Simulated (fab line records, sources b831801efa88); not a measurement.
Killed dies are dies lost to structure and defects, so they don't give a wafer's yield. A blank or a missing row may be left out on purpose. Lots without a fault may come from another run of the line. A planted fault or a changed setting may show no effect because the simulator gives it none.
A struck lot beside a sound one | flow sky130 | 22 steps out of a route of 708
Sound: wafers L917.1, L917.2, L917.5. Struck: wafers L926.1, L926.3, L926.4. The cause comes at the end.
At each step with rows: each side's tool, then ch and its chambers, then its first start. Under that, the readings that differ: sound wafers | struck wafers | difference of the means | sigmas: that difference in standard deviations of wafers without a fault.
alike: readings whose means differ by less than 2 such deviations, and words and numbers that are the same on both sides. not compared: withheld readings, readings that some wafer has no value for, bounds like >300 that may hide the same value, and numbers for which the record gives no deviation and whose values overlap.
The two part at a step that has a row with sigmas, a row that says differs or no value, or rows on one side only. Numbers that don't overlap but have no deviation are shown without sigmas and don't part them. A reading that every wafer of one side lacks parts them only if that side has two wafers or more.

first, 1 step without rows for these wafers: SKY_POLY_GATE_OXIDATION_20 (stabilise 600 s, purge 300 s, target thk 4 nm).
SKY_POLY_GATE_THK_MEAS_21:
  sound on film_metro-03, day 19 06:31; struck on film_metro-03, day 22 21:46
  alike: POLY_GATE_OXIDATION_THK
SKY_POLY_GATE_CD_MEAS_22:
  sound on cd_sem-01, day 19 06:35; struck on cd_sem-01, day 22 21:50
  reading    | sound             | struck            | difference | sigmas
  cd_nm (nm) | 150.9 151.0 150.3 | 145.9 143.9 146.1 | -5.4       | -3
then, 7 steps without rows for these wafers: SKY_LDD_N_DEHYDRATE_00 (time 60 s); SKY_LDD_N_HMDS_01 (prime time 60 s); SKY_LDD_N_COAT_02 (resist thk 300 nm); SKY_LDD_N_SOFTBAKE_03 (time 60 s); SKY_LDD_N_EXPOSE_04 (exposes mask NTM, target cd 840 nm); SKY_LDD_N_PEB_05; SKY_LDD_N_DEVELOP_06 (develop time 60 s).
SKY_LDD_N_OVL_MEAS_07:
  sound on overlay-01, day 20 13:29; struck on overlay-02, day 24 04:19
  alike: LDD_N_OVL
then, 1 step without rows for these wafers: SKY_LDD_N_IMPLANT_08.
SKY_LDD_N_IMPLANT_09:
  sound on implanter-02 ch 0, day 20 13:41; struck on implanter-04 ch 0, day 24 04:31
  reading            | sound                         | struck                        | difference | sigmas
  beam_on_s (s)      | 10.21 10.04 10.12             | 10.70 11.26 10.69             | +0.76      | +3
  dose_ions_cm2      | 7.498e+13 7.487e+13 7.493e+13 | 9.318e+13 9.321e+13 9.309e+13 | +1.823e+13 | +99 or more
  faraday_current_uA | 416 420 418                   | 491 466 491                   | +65        | +7
then, 6 steps without rows for these wafers: SKY_LDD_N_IMPLANT_10; SKY_LDD_N_IMPLANT_11; SKY_LDD_N_IMPLANT_12; SKY_LDD_N_IMPLANT_13; SKY_LDD_N_IMPLANT_14; SKY_LDD_N_IMPLANT_15.
SKY_LDD_N_STRIP_16: strips in O2/N2.
  sound on plasma_asher-03 ch 0,1, day 20 14:44; struck on plasma_asher-01 ch 0,1, day 24 05:34
  reading                      | sound             | struck            | difference | sigmas
  strip_time_to_endpoint_s (s) | 4.318 4.339 4.332 | 4.370 4.381 4.372 | +0.045     | +3
  alike: drypump_motor_current_A, oes_product_au
  not compared: rf_hours_counter_h
SKY_LDD_N_TW_MEAS_17:
  sound on film_metro-04, day 20 14:50; struck on film_metro-04, day 24 05:40
  alike: LDD_N_TW
-- the record jumps here: 26 days lie between the struck wafers' starts before and after (it left off in module LDD_N and takes up again in module PAD_OPEN, whose first step shown is number 708 of the route) --
SKY_PAD_OPEN_PROBE_99:
  sound on prober-01, day 47 13:38; struck on prober-02, day 49 20:27
  reading                     | sound             | struck            | difference | sigmas
  model.etest.tip_n.rs_ohm_sq | 439.2 440.7 438.6 | 418.7 417.8 419.5 | -20.8      |
  alike: killed_at_M0_to_M3, killed_at_M4_up, killed_at_contacts, killed_at_front_end, killed_at_other, killed_dies, killed_open, killed_short

WHERE THEY PART
First at SKY_POLY_GATE_CD_MEAS_22; last, within this record, at SKY_LDD_N_STRIP_16. Later steps at which nothing parts them and some readings are alike: SKY_LDD_N_TW_MEAS_17, SKY_PAD_OPEN_PROBE_99.

WHY: what the simulator had put in
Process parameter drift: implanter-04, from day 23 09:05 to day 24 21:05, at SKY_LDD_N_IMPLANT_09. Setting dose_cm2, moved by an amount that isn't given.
